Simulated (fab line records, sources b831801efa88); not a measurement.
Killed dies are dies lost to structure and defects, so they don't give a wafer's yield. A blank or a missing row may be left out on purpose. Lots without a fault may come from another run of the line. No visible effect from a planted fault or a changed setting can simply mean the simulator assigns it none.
Comparing a struck lot with a sound one || flow sky130 || 15 out of 708 route steps
Sound: the wafers L150.1, L150.4, L150.6. Wafers struck: L156.1, L156.2, L156.4. The cause comes at the end.
At each step with rows: each side's tool, then ch and its chambers, then its first start. Under that, the readings that differ: sound wafers || struck wafers || difference of the means || sigmas: that difference in standard deviations of wafers without a fault.
alike: a reading whose means differ by less than 2 such deviations, as well as words and numbers matching on both sides. not compared: withheld readings; readings where some wafer has no value; bounds like >300 that might hide an equal value; numbers whose values overlap and for which the record gives no deviation.
Wherever a step has rows on one side only, a row that says differs or no value, or a row with sigmas, the two part there. Non-overlapping numbers with no deviation appear without sigmas and do not part them. Lack of a reading on every wafer of one side parts them only where that side has two or more wafers.

SKY_VIA1_SOFTBAKE_08: time 92.52 s.
  sound on litho track-01 ch 0; struck on litho track-01 ch 0
  alike: plate sensor t centre C, plate sensor t edge C
then, 3 steps without rows for these wafers: SKY_VIA1_EXPOSE_09 (exposes mask VIM, target cd 150 nm); SKY_VIA1_PEB_10; SKY_VIA1_DEVELOP_11 (develop time 60 s).
SKY_VIA1_CD_MEAS_12: the cd target is 150 nm.
  sound on cd sem-02, day 35 05:38; struck on cd sem-02, day 36 12:23
{"reading": "cd nm (nm)", "sound": "152.5 150.6 153.2", "struck": "149.5 146.9 148.7", "difference": -3.7, "sigmas": -2}
SKY_VIA1_OVL_MEAS_13:
  sound on overlay-01, day 35 05:46; struck on overlay-02, day 36 12:30
  alike: VIA1_OVL
SKY_VIA1_ETCH_14: etches BARC in N2/H2, stops on SiO2, time 45.9 s, target depth 60 nm.
  sound on rie diel-01 ch 0,1, day 35 05:47; struck on rie diel-01 ch 0,1,2, day 36 12:32
  alike: bias w, drypump motor current A, oes product au, throttle valve pct
  not compared: rf hours counter h
SKY_VIA1_ETCH_15: etches SiO2 in C4F8/O2/Ar, stops on TiN, target depth 351 nm, time 54 s.
  sound on rie diel-01 ch 0,1, day 35 05:50; struck on rie diel-01 ch 0,1,2, day 36 12:35
  alike: bias w, oes product au
  not compared: rf hours counter h
SKY_VIA1_STRIP_16: strips in O2/N2.
  sound on plasma asher-04 ch 0,1, day 35 05:53; struck on plasma asher-01 ch 0,1, day 36 12:38
  alike: drypump motor current A, oes product au, strip time to endpoint s
  not compared: rf hours counter h
then, 3 steps without rows for these wafers: SKY_VIA1_STRIP_17 (strips in post etch residue remover, time 1200 s); SKY_VIA1_CLEAN_18 (cleans in IPA, time 180 s); SKY_VIA1_CLEAN_19 (cleans in O3/DIW).
SKY_VIA1_SPUTTER_20: material TiN, target thk 20 nm, time 80 s.
  sound on pvd sputter-04, day 35 06:28; struck on pvd sputter-01, day 36 13:14
{"reading": "model.TiN_of_VIA1_SPUTTER_20.thk nm (nm)", "sound": "19.86 20.03 19.71", "struck": "33.91 34.17 33.83", "difference": "+14.10", "sigmas": ""}
  alike: throttle valve pct
SKY_VIA1_CVD_21: deposits W, target thk 270 nm, time 80.902 s.
  sound on cvd w-02 ch 0, day 35 06:32; struck on cvd w-02 ch 0,1, day 36 13:18
  alike: heater power w
-- the record jumps here: 11 days lie between the struck wafers' starts before and after (it left off in module VIA1 and takes up again in module PAD_OPEN, whose first step shown is number 708 of the route) --
SKY_PAD_OPEN_PROBE_99:
  the record has rows for the struck wafers here (prober-01, day 47 16:06) and none for the sound ones

WHERE THEY PART
First at SKY_VIA1_CD_MEAS_12; last, within this record, at SKY_PAD_OPEN_PROBE_99.

WHY: what had been put in by the simulator
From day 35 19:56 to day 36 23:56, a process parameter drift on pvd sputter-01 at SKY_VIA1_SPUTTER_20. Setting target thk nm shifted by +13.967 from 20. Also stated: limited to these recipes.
